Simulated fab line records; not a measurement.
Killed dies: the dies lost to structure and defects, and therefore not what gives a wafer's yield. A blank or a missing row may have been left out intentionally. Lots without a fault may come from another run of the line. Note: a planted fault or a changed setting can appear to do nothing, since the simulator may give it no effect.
Chamber matching || flow sky130 || 4 sister chambers for SKY_METAL4_ETCH_17 on rie_diel-03
The step etches SiO2 in C4F8/O2/Ar, stops on TiN, time 3.9 s, target depth 15 nm. 4 wafers are shown with their chamber, then 8 later ones without.

WAFERS PAIRED WITH THEIR CHAMBERS
{"wafer": "L091.4", "chamber": 2, "oes_product_au (a.u.)": 0.766}
{"wafer": "L094.3", "chamber": 0, "oes_product_au (a.u.)": 0.763}
{"wafer": "L094.4", "chamber": 1, "oes_product_au (a.u.)": 0.761}
{"wafer": "L096.1", "chamber": 3, "oes_product_au (a.u.)": 0.753}

WAFERS WITH NO CHAMBER GIVEN
{"wafer": "L096.2", "oes_product_au (a.u.)": 0.757}
{"wafer": "L096.3", "oes_product_au (a.u.)": 0.755}
{"wafer": "L096.4", "oes_product_au (a.u.)": 0.761}
{"wafer": "L096.5", "oes_product_au (a.u.)": 0.759}
{"wafer": "L096.6", "oes_product_au (a.u.)": 0.753}
{"wafer": "L097.1", "oes_product_au (a.u.)": 0.748}
{"wafer": "L097.2", "oes_product_au (a.u.)": 0.759}
{"wafer": "L097.6", "oes_product_au (a.u.)": 0.757}

WHICH CHAMBER EACH ONE RAN IN
{"wafer": "L096.2", "from the rows above": "can't be placed: 1 or 3 or 0 or 2", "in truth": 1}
{"wafer": "L096.3", "from the rows above": "can't be placed: 3 or 1", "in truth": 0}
{"wafer": "L096.4", "from the rows above": "can't be placed: 1 or 0 or 2", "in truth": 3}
{"wafer": "L096.5", "from the rows above": "can't be placed: 1 or 0 or 3 or 2", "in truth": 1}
{"wafer": "L096.6", "from the rows above": 3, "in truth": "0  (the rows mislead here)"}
{"wafer": "L097.1", "from the rows above": 3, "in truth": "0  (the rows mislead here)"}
{"wafer": "L097.2", "from the rows above": "can't be placed: 1 or 0 or 3 or 2", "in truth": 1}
{"wafer": "L097.6", "from the rows above": "can't be placed: 1 or 3 or 0 or 2", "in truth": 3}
0 of 8 placed correctly. Not placeable from these rows: 6 (in 4, the candidates include the true chamber). Number placed wrongly: 2.
How it was worked out, from the rows above alone: a wafer's distance from a chamber is the root of the sum, over the readings, of the square of ((its reading less the chamber's mean) divided by the reading's scatter). If the next closest chamber is less than 2 further off than the closest, the wafer can't be placed; otherwise it belongs to the closest. Each chamber's mean is taken over the wafers shown for it. The scatter: root of mean squared gap, hidden wafer to nearest shown wafer, with one shown wafer a chamber.
